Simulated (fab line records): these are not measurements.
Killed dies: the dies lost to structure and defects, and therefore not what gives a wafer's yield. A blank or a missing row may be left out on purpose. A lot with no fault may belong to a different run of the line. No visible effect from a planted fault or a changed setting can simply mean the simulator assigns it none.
fab line records ; flow sky130
record lots=13; wafers=39; last_day=50
route steps=708 shown DNWELL@39 PWDE@55 VT_ADJUST_NCORE@127 POLY_GATE@229 SD_P@327
lots that met no fault: taken from a fault-free run of the same line
start_h: the number of hours between the record's first day and the start of the first shown wafer of the lot ; wait_h: how many hours have passed since the lot's step before this one ; " repeats the value in the row above ; L1.1+2: a row that stands for several wafers ; - no value, or no start given ; * or withheld: withheld ; < > ~ a bound
route shown NAME@n: a module of which the file shows steps, and the number in the route of the first ; usual: mean/standard deviation of fault-free wafers ; same: alike in all rows ; chamber/n: place in a boat ; sites: readings site by site ; _std_site: standard deviation across them ; _edge_site: inner sites' mean taken away from outer sites' mean ; radius_mm: for every site, how far away it sits from the centre of the wafer ; mask NAME#n: copy n ; behind: the most recent tool/chamber to have shaped the wafer ; hold: why the lot was held/for how many hours/how that ended ; device: whichever transistor did not switch (one of n, p or np) ; end of line: the route-end tests of the same wafers ; a step given without rows: its recipe and nothing more ; killed: at the first sort, the dies lost to defects and structure; wafer yield is something else ; map: a wafer's dies, marking killed ones x, the rest . and places with no die _
set.NAME: the run value of the setting; set.NAME@STEP: its run value at that earlier step ; model.NAME: the simulator's own value behind a step, which no gauge read
steps of the route over a sample of lots; a table a step, a row a wafer
services: a tool's chamber out of use, with start hour (start_h, from the record's first day; less than 0 if before it), hours out, and reason
## steps
# step SKY_DNWELL_EXPOSE_04
# recipe mask_id=DNM; na=0.57; target_cd_nm=3000; dose_mj=222
lot.wafer;tool;chamber;start_h;wait_h;mask
L818.1+2+5;iline_stepper-01;0;52.56;-;DNM#0
L819.2+3+6;iline_stepper-01;0;53.81;-;DNM#0
L822.2+4+5;iline_stepper-01;0;66.09;-;DNM#0
L823.2+3+5;iline_stepper-02;0;75.18;-;DNM#0
L824.3+4+5;iline_stepper-01;0;82.68;-;DNM#0
L825.2+4+5;iline_stepper-02;0;82.91;-;DNM#0
L828.1+4+6;iline_stepper-01;0;97.46;-;PWDEM#0
L829.4+5+6;iline_stepper-01;0;105.50;-;DNM#0
L837.1+4+5;iline_stepper-02;0;146.56;-;DNM#0
L838.3+5+6;iline_stepper-02;0;151.15;-;DNM#0
L839.3+4+5;iline_stepper-02;0;154.83;-;DNM#0
L840.1+3+4;iline_stepper-02;0;161.82;-;DNM#0
L841.1+2+3;iline_stepper-01;0;168.34;-;DNM#0
# step SKY_DNWELL_TW_MEAS_09
# usual DNWELL_TW=1123/12
lot.wafer;tool;chamber;start_h;wait_h;DNWELL_TW
L818.1;film_metro-03;-;60.29;0.1;1113
L818.2;film_metro-03;-;60.29;0.1;1119
L818.5;film_metro-03;-;60.29;0.1;1114
L819.2;film_metro-02;-;61.13;0.1;1110
L819.3;film_metro-02;-;61.13;0.1;1111
L819.6;film_metro-02;-;61.13;0.1;1112
L822.2;film_metro-01;-;74.47;0.1;1137
L822.4;film_metro-01;-;74.47;0.1;1135
L822.5;film_metro-01;-;74.47;0.1;1139
L823.2;film_metro-03;-;83.13;0.1;1116
L823.3;film_metro-03;-;83.13;0.1;1120
L823.5;film_metro-03;-;83.13;0.1;1118
L824.3;film_metro-01;-;92.19;0.1;1145
L824.4;film_metro-01;-;92.19;0.1;1134
L824.5;film_metro-01;-;92.19;0.1;1141
L825.2;film_metro-03;-;92.22;0.1;1115
L825.4;film_metro-03;-;92.22;0.1;1113
L825.5;film_metro-03;-;92.22;0.1;1123
L828.1;film_metro-01;-;106.41;0.1;31
L828.4;film_metro-01;-;106.41;0.1;31
L828.6;film_metro-01;-;106.41;0.1;31
L829.4;film_metro-03;-;114.17;0.1;1112
L829.5;film_metro-03;-;114.17;0.1;1108
L829.6;film_metro-03;-;114.17;0.1;1110
L837.1;film_metro-02;-;155.71;0.1;1126
L837.4;film_metro-02;-;155.71;0.1;1120
L837.5;film_metro-02;-;155.71;0.1;1125
L838.3;film_metro-01;-;159.94;0.1;1146
L838.5;film_metro-01;-;159.94;0.1;1151
L838.6;film_metro-01;-;159.94;0.1;1146
L839.3;film_metro-03;-;163.86;0.1;1110
L839.4;film_metro-03;-;163.86;0.1;1114
L839.5;film_metro-03;-;163.86;0.1;1104
L840.1;film_metro-01;-;172.54;0.1;1136
L840.3;film_metro-01;-;172.54;0.1;1132
L840.4;film_metro-01;-;172.54;0.1;1141
L841.1;film_metro-01;-;178.66;0.1;1129
L841.2;film_metro-01;-;178.66;0.1;1139
L841.3;film_metro-01;-;178.66;0.1;1142
# step SKY_PWDE_TW_MEAS_10
# usual PWDE_TW=378/4.2
lot.wafer;tool;chamber;start_h;wait_h;PWDE_TW
L818.1;film_metro-02;-;76.30;0.1;374
L818.2;film_metro-02;-;76.30;0.1;372
L818.5;film_metro-02;-;76.30;0.1;373
L819.2;film_metro-01;-;76.91;0.1;382
L819.3;film_metro-01;-;76.91;0.1;382
L819.6;film_metro-01;-;76.91;0.1;385
L822.2;film_metro-03;-;91.61;0.1;375
L822.4;film_metro-03;-;91.61;0.1;376
L822.5;film_metro-03;-;91.61;0.1;375
L823.2;film_metro-01;-;101.21;0.1;383
L823.3;film_metro-01;-;101.21;0.1;380
L823.5;film_metro-01;-;101.21;0.1;379
L824.3;film_metro-02;-;110.12;0.1;375
L824.4;film_metro-02;-;110.12;0.1;374
L824.5;film_metro-02;-;110.12;0.1;375
L825.2;film_metro-03;-;110.21;0.1;373
L825.4;film_metro-03;-;110.21;0.1;373
L825.5;film_metro-03;-;110.21;0.1;373
L828.1;film_metro-02;-;124.40;0.1;1130
L828.4;film_metro-02;-;124.40;0.1;1139
L828.6;film_metro-02;-;124.40;0.1;1132
L829.4;film_metro-01;-;132.18;0.1;384
L829.5;film_metro-01;-;132.18;0.1;385
L829.6;film_metro-01;-;132.18;0.1;382
L837.1;film_metro-03;-;175.90;0.1;374
L837.4;film_metro-03;-;175.90;0.1;376
L837.5;film_metro-03;-;175.90;0.1;376
L838.3;film_metro-02;-;181.07;0.1;374
L838.5;film_metro-02;-;181.07;0.1;374
L838.6;film_metro-02;-;181.07;0.1;375
L839.3;film_metro-01;-;185.03;0.1;381
L839.4;film_metro-01;-;185.03;0.1;382
L839.5;film_metro-01;-;185.03;0.1;379
L840.1;film_metro-01;-;193.20;0.1;379
L840.3;film_metro-01;-;193.20;0.1;381
L840.4;film_metro-01;-;193.20;0.1;380
L841.1;film_metro-02;-;200.80;0.1;375
L841.2;film_metro-02;-;200.80;0.1;374
L841.3;film_metro-02;-;200.80;0.1;374
# step SKY_VT_ADJUST_NCORE_OVL_MEAS_08
# usual VT_ADJUST_NCORE_OVL=-0.7/1.5
lot.wafer;tool;chamber;start_h;wait_h;VT_ADJUST_NCORE_OVL[nm]
L818.1;overlay-02;-;190.49;0.1;-1.3
L818.2;overlay-02;-;190.49;0.1;-3.3
L818.5;overlay-02;-;190.49;0.1;-3.5
L819.2;overlay-02;-;191.49;0.1;3.6
L819.3;overlay-02;-;191.49;0.1;2.4
L819.6;overlay-02;-;191.49;0.1;1.9
L822.2;overlay-01;-;207.49;0.1;-1.4
L822.4;overlay-01;-;207.49;0.1;-1.7
L822.5;overlay-01;-;207.49;0.1;-1.9
L823.2;overlay-01;-;221.59;0.1;-0.4
L823.3;overlay-01;-;221.59;0.1;-0.1
L823.5;overlay-01;-;221.59;0.1;0.2
L824.3;overlay-01;-;230.64;0.1;-1.8
L824.4;overlay-01;-;230.64;0.1;-1.0
L824.5;overlay-01;-;230.64;0.1;-3.0
L825.2;overlay-02;-;234.30;0.1;0.6
L825.4;overlay-02;-;234.30;0.1;1.6
L825.5;overlay-02;-;234.30;0.1;1.6
L828.1;overlay-01;-;251.09;0.1;-3.3
L828.4;overlay-01;-;251.09;0.1;-2.2
L828.6;overlay-01;-;251.09;0.1;-2.5
L829.4;overlay-02;-;260.70;0.1;0.4
L829.5;overlay-02;-;260.70;0.1;-1.4
L829.6;overlay-02;-;260.70;0.1;0.5
L837.1;overlay-02;-;314.78;0.1;-3.2
L837.4;overlay-02;-;314.78;0.1;-2.1
L837.5;overlay-02;-;314.78;0.1;-1.0
L838.3;overlay-01;-;321.80;0.1;-0.9
L838.5;overlay-01;-;321.80;0.1;-0.3
L838.6;overlay-01;-;321.80;0.1;0.2
L839.3;overlay-02;-;326.04;0.1;1.2
L839.4;overlay-02;-;326.04;0.1;-0.4
L839.5;overlay-02;-;326.04;0.1;0.9
L840.1;overlay-02;-;334.38;0.1;-1.0
L840.3;overlay-02;-;334.38;0.1;-2.2
L840.4;overlay-02;-;334.38;0.1;-1.7
L841.1;overlay-02;-;343.98;0.1;-1.2
L841.2;overlay-02;-;343.98;0.1;-0.1
L841.3;overlay-02;-;343.98;0.1;-0.2
# step SKY_POLY_GATE_ETCH_15
# recipe chemistry=N2/H2; target=BARC; ion_energy_ev=200; source_w=500; bias_w=100; pressure_mtorr=30.78; n2_flow_sccm=100; h2_flow_sccm=200; stop_on=SiO2; time_s=118.5; target_depth_a=1100
# usual drypump_motor_current_A=5.8/0.47; oes_product_au=0.723/0.0044; throttle_valve_pct=13.018/0.0089
lot.wafer;tool;chamber;start_h;wait_h;drypump_motor_current_A;oes_product_au;rf_hours_counter_h;throttle_valve_pct
L819.2;rie_diel-03;2;381.22;0.0;6.0;0.723;68;13.008
L819.3;rie_diel-03;3;381.22;0.0;5.9;0.722;67;13.009
L819.6;rie_diel-03;0;381.22;0.0;6.4;0.723;-;13.014
L818.1;rie_diel-02;1;381.22;0.0;6.1;0.724;90;13.025
L818.2;rie_diel-02;3;381.22;0.0;5.4;0.726;31;13.023
L818.5;rie_diel-02;1;381.22;0.0;6.1;0.725;-;13.030
L822.2;rie_diel-04;2;407.72;0.0;4.7;0.726;2;13.028
L822.4;rie_diel-04;3;407.72;0.0;5.8;0.721;15;13.017
L822.5;rie_diel-04;3;407.72;0.0;5.8;0.723;-;13.017
L823.2;rie_diel-03;3;425.82;0.0;5.9;0.722;68;13.000
L823.3;rie_diel-03;0;425.82;0.0;6.4;0.725;12;13.023
L823.5;rie_diel-03;0;425.82;0.0;6.4;0.715;-;13.039
L825.2;rie_diel-03;1;433.62;0.0;6.0;0.720;11;13.014
L825.4;rie_diel-03;0;433.62;0.0;6.4;0.718;12;13.007
L825.5;rie_diel-03;1;433.62;0.0;6.0;0.721;-;13.026
L824.3;rie_diel-02;2;435.97;0.0;5.8;0.726;10;13.015
L824.4;rie_diel-02;1;435.97;0.0;6.2;0.726;91;13.019
L824.5;rie_diel-02;2;435.97;0.0;5.8;0.721;-;13.016
L828.1;rie_diel-04;2;460.84;0.0;4.8;0.724;3;13.014
L828.4;rie_diel-04;0;460.84;0.0;5.6;0.726;2;13.018
L828.6;rie_diel-04;0;460.84;0.0;5.6;0.721;-;13.006
L829.4;rie_diel-02;0;466.37;0.0;6.0;0.717;60;13.036
L829.5;rie_diel-02;1;466.37;0.0;6.1;0.729;-;13.037
L829.6;rie_diel-02;0;466.37;0.0;6.0;0.732;-;13.011
L837.1;rie_diel-03;1;530.47;0.0;6.0;0.718;13;13.003
L837.4;rie_diel-03;2;530.47;0.0;5.9;0.728;70;13.014
L837.5;rie_diel-03;2;530.47;0.0;6.0;0.724;-;13.008
L838.3;rie_diel-04;1;540.74;0.0;4.9;0.717;10;13.012
L838.5;rie_diel-04;3;540.74;0.0;5.8;0.722;-;13.016
L838.6;rie_diel-04;0;540.74;0.0;5.5;0.721;-;12.994
L839.3;rie_diel-02;1;543.89;0.0;6.2;0.718;0;13.020
L839.4;rie_diel-02;2;543.89;0.0;5.8;0.721;13;13.025
L839.5;rie_diel-02;0;543.89;0.0;6.1;0.729;-;13.009
L840.1;rie_diel-03;2;549.27;0.0;6.0;0.718;70;13.018
L840.3;rie_diel-03;1;549.27;0.0;6.0;0.723;13;13.030
L840.4;rie_diel-03;3;549.27;0.0;5.9;0.721;70;13.028
L841.1;rie_diel-04;3;561.34;0.0;5.8;0.723;18;13.026
L841.2;rie_diel-04;1;561.34;0.0;4.9;0.725;11;13.044
L841.3;rie_diel-04;2;561.34;0.0;4.8;0.722;5;13.014
# step SKY_SD_P_CD_MEAS_07
# recipe target_cd_nm=380
# usual cd_nm=380.0/2.8
lot.wafer;tool;chamber;start_h;wait_h;cd_nm
L819.2;cd_sem-02;-;597.96;0.1;384.8
L819.3;cd_sem-02;-;597.96;0.1;384.4
L819.6;cd_sem-02;-;597.96;0.1;381.7
L818.1;cd_sem-01;-;599.61;0.1;378.4
L818.2;cd_sem-01;-;599.61;0.1;378.0
L818.5;cd_sem-01;-;599.61;0.1;379.5
L822.2;cd_sem-02;-;622.58;0.1;376.3
L822.4;cd_sem-02;-;622.58;0.1;376.5
L822.5;cd_sem-02;-;622.58;0.1;373.7
L823.2;cd_sem-01;-;640.83;0.1;385.1
L823.3;cd_sem-01;-;640.83;0.1;384.1
L823.5;cd_sem-01;-;640.83;0.1;381.5
L825.2;cd_sem-02;-;647.81;0.1;377.5
L825.4;cd_sem-02;-;647.81;0.1;376.4
L825.5;cd_sem-02;-;647.81;0.1;381.0
L824.3;cd_sem-01;-;650.10;0.1;380.4
L824.4;cd_sem-01;-;650.10;0.1;380.8
L824.5;cd_sem-01;-;650.10;0.1;381.5
L828.1;cd_sem-02;-;674.64;0.1;379.6
L828.4;cd_sem-02;-;674.64;0.1;379.4
L828.6;cd_sem-02;-;674.64;0.1;377.6
L829.4;cd_sem-01;-;679.93;0.1;383.5
L829.5;cd_sem-01;-;679.93;0.1;380.0
L829.6;cd_sem-01;-;679.93;0.1;380.5
L837.1;cd_sem-02;-;738.34;0.1;378.6
L837.4;cd_sem-02;-;738.34;0.1;377.7
L837.5;cd_sem-02;-;738.34;0.1;378.2
L838.3;cd_sem-02;-;746.73;0.1;377.3
L838.5;cd_sem-02;-;746.73;0.1;378.4
L838.6;cd_sem-02;-;746.73;0.1;377.4
L839.3;cd_sem-02;-;750.38;0.1;381.2
L839.4;cd_sem-02;-;750.38;0.1;380.2
L839.5;cd_sem-02;-;750.38;0.1;379.1
L840.1;cd_sem-02;-;754.04;0.1;382.6
L840.3;cd_sem-02;-;754.04;0.1;383.0
L840.4;cd_sem-02;-;754.04;0.1;382.6
L841.1;cd_sem-01;-;765.54;0.1;385.8
L841.2;cd_sem-01;-;765.54;0.1;384.2
L841.3;cd_sem-01;-;765.54;0.1;383.3
## services
tool;chamber;start_h;hours;kind
rie_diel-04;2;47.33;10.9;repair
rie_diel-02;-;87.94;7.6;repair
rie_diel-04;2;116.36;7.7;repair
rie_diel-02;3;122.65;9.1;repair
rie_diel-02;2;126.24;1.7;repair
rie_diel-02;-;135.97;0.4;repair
rie_diel-03;1;156.99;6.5;repair
rie_diel-04;2;161.96;4.6;repair
rie_diel-02;0;222.22;6.1;repair
iline_stepper-02;-;223.68;1.7;pm
iline_stepper-01;-;235.01;1.7;pm
rie_diel-03;3;310.83;8.0;repair
iline_stepper-02;-;333.91;11.0;repair
rie_diel-03;2;408.25;4.1;repair
iline_stepper-02;-;441.85;1.7;pm
rie_diel-03;1;452.84;7.8;repair
iline_stepper-01;-;453.19;1.7;pm
iline_stepper-01;-;466.01;2.1;pm
iline_stepper-01;-;478.36;8.7;repair
iline_stepper-01;-;492.63;10.3;repair
iline_stepper-02;-;520.06;3.8;repair
rie_diel-03;-;528.77;0.2;repair
iline_stepper-02;-;535.29;4.3;repair
iline_stepper-01;-;539.55;8.9;pm
## key
first_sign step=SKY_DNWELL_EXPOSE_04; reading=mask; direction=changed
effect step=SKY_DNWELL_TW_MEAS_09; reading=DNWELL_TW; direction=down; sigmas=88; usual=1123; struck=31
effect step=SKY_PWDE_TW_MEAS_10; reading=PWDE_TW; direction=up; sigmas=99+; usual=378; struck=1134
met_at SKY_DNWELL_EXPOSE_04
struck_lots L828
sort_left_out L828.1,L828.4,L828.6
tester_left_out L828
not_acting_at SKY_VT_ADJUST_NCORE_OVL_MEAS_08,SKY_POLY_GATE_ETCH_15,SKY_SD_P_CD_MEAS_07
onset_between 82.68 97.46
fault kind=wrong_mask; tool=any; chamber=-; onset_h=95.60; steps=SKY_DNWELL_EXPOSE_04; aux_copy=PWDEM#0; scope=struck_lots_only
# tester_left_out: of these lots the tester's yield and bins aren't shown, on N5 and GAA mostly nor the transistor test; their killed dies are dies lost to structure and defects alone, not to doping, threshold or leakage, so they don't give the yield
# sort_left_out: the simulated sort isn't trusted on such a fault, so these wafers' sort isn't shown, and their yield isn't known
